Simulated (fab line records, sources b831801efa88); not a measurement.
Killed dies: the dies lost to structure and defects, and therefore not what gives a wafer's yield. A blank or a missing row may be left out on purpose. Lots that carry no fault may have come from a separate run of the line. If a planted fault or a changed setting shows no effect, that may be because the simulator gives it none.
Chamber matching + flow gf180mcu + GF_V5_CMP_26 on cmp-01 has 4 sister chambers
The step polishes, stops on SiO2, t overpolish 15 s, target thk 0 nm. 16 wafers are shown with their chamber, then 8 later ones without.

== WAFERS WITH THEIR CHAMBER ==
| wafer  | chamber | motor current A (A) | time to endpoint s (s) | overpolish run s (s) |
|--------|---------|---------------------|------------------------|----------------------|
| L535.2 | 2       | 9.3                 | 91                     | 15.002               |
| L535.3 | 3       | 9.2                 | 82                     | 14.999               |
| L535.4 | 0       | 12.5                | 90                     | 14.996               |
| L538.4 | 0       | 12.3                | 89                     | 14.988               |
| L538.5 | 3       | 9.1                 | 82                     | 15.005               |
| L538.6 | 0       | 12.3                | 87                     | 14.995               |
| L547.3 | 2       | 9.0                 | 86                     | 14.989               |
| L547.4 | 0       | 13.1                | 92                     | 15.007               |
| L547.6 | 1       | 11.4                | 87                     | 14.991               |
| L549.2 | 0       | 12.6                | 88                     | 15.005               |
| L549.4 | 2       | 9.3                 | 84                     | 15.002               |
| L549.6 | 2       | 9.1                 | 85                     | 14.984               |
| L550.4 | 3       | 9.3                 | 85                     | 15.003               |
| L550.5 | 0       | 12.3                | 91                     | 14.995               |
| L550.6 | 1       | 12.4                | 84                     | 14.996               |
| L551.1 | 1       | 11.8                | 84                     | 15.016               |

SIGNATURES (averages over the wafers above)
| reading            | chamber 0 | chamber 1 | chamber 2 | chamber 3 | scatter within a chamber |
|--------------------|-----------|-----------|-----------|-----------|--------------------------|
| motor current A    | 12.517    | 11.867    | 9.175     | 9.200     | 0.3                      |
| time to endpoint s | 89.50     | 85.00     | 86.50     | 83.00     | 2.21                     |
| overpolish run s   | 14.99767  | 15.00100  | 14.99425  | 15.00233  | 0.00853                  |
Rule: a wafer lies at a distance from a chamber equal to the root of the sum of squares, over the readings, of (its reading less the chamber's mean, divided by the reading's scatter). If the next closest chamber is less than 2 further off than the closest, the wafer can't be placed; otherwise it belongs to the closest. The scatter: the root of (the sum of the squares of (reading less its chamber's mean) over the shown wafers, divided by (wafers less chambers)).

== WAFERS MISSING THEIR CHAMBER ==
| wafer  | motor current A (A) | time to endpoint s (s) | overpolish run s (s) |
|--------|---------------------|------------------------|----------------------|
| L551.5 | 12.8                | 85                     | 14.996               |
| L551.6 | 9.6                 | 81                     | 15.007               |
| L552.1 | 12.4                | 84                     | 14.989               |
| L552.2 | 8.7                 | 82                     | 15.006               |
| L552.3 | 12.2                | 86                     | 15.004               |
| L554.1 | 9.0                 | 85                     | 14.987               |
| L554.2 | 12.7                | 86                     | 15.000               |
| L554.3 | 11.7                | 85                     | 14.999               |

== WHICH CHAMBER EACH ONE RAN IN ==
| wafer  | from the rows above     | in truth |
|--------|-------------------------|----------|
| L551.5 | can't be placed: 0 or 1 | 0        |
| L551.6 | can't be placed: 3 or 2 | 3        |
| L552.1 | can't be placed: 1 or 0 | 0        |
| L552.2 | can't be placed: 3 or 2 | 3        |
| L552.3 | can't be placed: 1 or 0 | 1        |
| L554.1 | can't be placed: 2 or 3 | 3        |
| L554.2 | can't be placed: 0 or 1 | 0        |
| L554.3 | 1                       | 1        |
Correct placement for 1 of the 8. From these rows, 7 cannot be placed; in 7 the true chamber is one of the candidates. Placed wrongly: 0.
